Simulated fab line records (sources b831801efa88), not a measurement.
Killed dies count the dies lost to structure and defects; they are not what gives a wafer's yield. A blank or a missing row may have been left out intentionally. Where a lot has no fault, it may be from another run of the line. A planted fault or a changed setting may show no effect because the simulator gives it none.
Problem report in the 8D (eight disciplines) form, filled by code || flow sky130 || the parts of the form that need people (team, actions taken, sign-off) are left out

== 1. THE ISSUE ==
SD_N_RS at SKY_SD_N_RS_MEAS_16 reads a mean of 72.19 ohm/sq on 6 wafers of 2 lots; wafers without a fault read 68.56 ohm/sq with a standard deviation of 0.1. That puts it +36 standard deviations away from the usual mean.
The step: measures by four-point-probe.
The first sign was on wafer L203.1 at day 30 01:04, on film metro-03. The record holds 30 wafers of 10 lots with a number at this step. The rule behind "out" and "out of limits": a value lying over 4 standard deviations away from the usual mean. Any other wafer with a number is counted as sound.

== 2. WHAT IT IS AND WHAT IT IS NOT ==
{"question": "which readings at this step", "is": "SD_N_RS", "is not": "-"}
{"question": "which lots", "is": "L203, L205", "is not": "L202, L206, L213, L215, L216, L217, L218, L221"}
{"question": "which wafers of those lots", "is": "all that have a number", "is not": "-"}
{"question": "read on which gauges", "is": "film metro-03", "is not": "film metro-01, film metro-04"}
{"question": "when", "is": "from day 30 01:04", "is not": "up to then (3 sound wafers); but 21 sound wafers of L206, L213, L215, L216, L217, L218, L221 came after"}

== 3. WHAT RULES OUT EACH SUSPECT ==
Counting: a tool at a process step up to the reading stays a suspect if it ran every lot that is out and no sound lot after the first of them.
- the gauge at SKY_SD_N_RS_MEAS_16 has been ruled out. All the wafers that are out were read on film metro-03, but those of them that SKY_SD_N_IMPLANT_09 has rows for are out there too, on other tools.
- implanter-03 at SKY_SD_N_IMPLANT_09: ruled out as a lasting fault. The sound lots L213, L221 went through it after L203, its earliest lot that is out (day 30 00:23).
- plasma asher-02 at SKY_SD_N_STRIP_11 (strips in O2/N2): ruled out as a lasting fault. The sound lots L221 went through it after L203, its earliest lot that is out (day 30 00:41).
Left after counting: nothing in the record.

== 4. THE CAUSE (what the simulator had put in) ==
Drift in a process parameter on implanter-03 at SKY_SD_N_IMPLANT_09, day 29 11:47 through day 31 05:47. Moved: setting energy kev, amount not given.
Counting ruled it out, wrongly: the rule takes a fault to strike every lot that its tool runs from its start on, and this one did not.

== 5. THE EFFECT CHAIN, in route order ==
Each row: a reading where the mean over the struck wafers with a number is more than 3 standard deviations away from the usual. Only readings for which the record gives a usual standard deviation are gone through. hours: the time from each lot's start at the first step in this table that gives one to its start at this step, as a median over the lots. sigmas: the change in usual standard deviations.
{"hours": 0, "step": "SKY_SD_N_IMPLANT_09", "reading": "beam energy keV", "usual": 50.002, "on struck wafers": 45.039, "change": -4.963, "sigmas": "-99 or more"}
{"hours": 0, "step": "SKY_SD_N_STRIP_11", "reading": "strip time to endpoint s", "usual": "22.56 s", "on struck wafers": 21.83, "change": -0.73, "sigmas": -20}
{"hours": 1, "step": "SKY_SD_N_RS_MEAS_16", "reading": "SD_N_RS", "usual": "68.56 ohm/sq", "on struck wafers": 72.19, "change": "+3.63", "sigmas": "+36"}
Here are the process steps it includes:
- SKY_SD_N_IMPLANT_09
- SKY_SD_N_STRIP_11: strips in O2/N2.

== 6. HOW IT WOULD HAVE BEEN CAUGHT EARLIER ==
The first out-of-limits reading at a measuring or inspecting step in this record came at day 30 01:04, 13 hours after the fault's start at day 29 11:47.
The tool's own readings at SKY_SD_N_IMPLANT_09 were out on every struck wafer that the step has a row for (beam energy keV): an alarm limit on them would have fired on the first of those.
